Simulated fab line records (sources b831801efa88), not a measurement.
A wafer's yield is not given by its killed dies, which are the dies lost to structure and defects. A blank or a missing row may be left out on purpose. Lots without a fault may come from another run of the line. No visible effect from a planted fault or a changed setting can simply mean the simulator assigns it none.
Which tool is to blame? -- flow sky130 -- 11 lots (33 wafers sampled), 1 step of a 708-step route

== WHAT THE GAUGES SHOWED, per wafer ==
SKY_VIA1_RS_MEAS_22: measures by four-point-probe.
lot,measured,on,VIA1_W_RS (ohm/sq)
L234,day 34 00:21,film_metro-04,0.431 0.437 0.431
L235,day 34 04:16,film_metro-03,0.423 0.426 0.427
L237,day 34 18:12,film_metro-03,0.437 0.434 0.440
L239,day 35 17:20,film_metro-03,0.434 0.435 0.432
L244,day 37 05:35,film_metro-03,0.434 0.442 0.442
L247,day 38 02:55,film_metro-03,0.427 0.422 0.421
L248,day 38 12:23,film_metro-03,0.445 0.436 0.441
L251,day 39 10:08,film_metro-01,0.433 0.440 0.434
L252,day 39 19:45,film_metro-01,0.435 0.426 0.432
L255,day 40 09:02,film_metro-01,0.424 0.432 0.427
L257,day 41 00:52,film_metro-01,0.445 0.442 0.438

== EACH LOT AND THE TOOL THAT RAN IT (in order: tool; ch and the chambers of the sampled wafers; start) ==
Record: no process step prior to these readings.

== THE ANSWER, worked out from the rows above alone ==
Rule: what is usual is taken from the lots themselves. The widest of any qualifying gaps counts: lots, ordered by their means at a reading, are off when they make up no more than a third of the lots, leave a main group of 4 or more, and stand apart from it by 3 or more times the standard deviation of that group's means. A main group is skipped when, at the precision printed for the reading in the tables above, its means are all equal. Also off: a lot with no number at a reading for which 4 or more lots have one. Where the step has rows for the other lots, those lots are counted as sound.
None of the lots is off at any reading shown; this tells nothing.

== WHAT THE SIMULATOR HAD PUT IN ==
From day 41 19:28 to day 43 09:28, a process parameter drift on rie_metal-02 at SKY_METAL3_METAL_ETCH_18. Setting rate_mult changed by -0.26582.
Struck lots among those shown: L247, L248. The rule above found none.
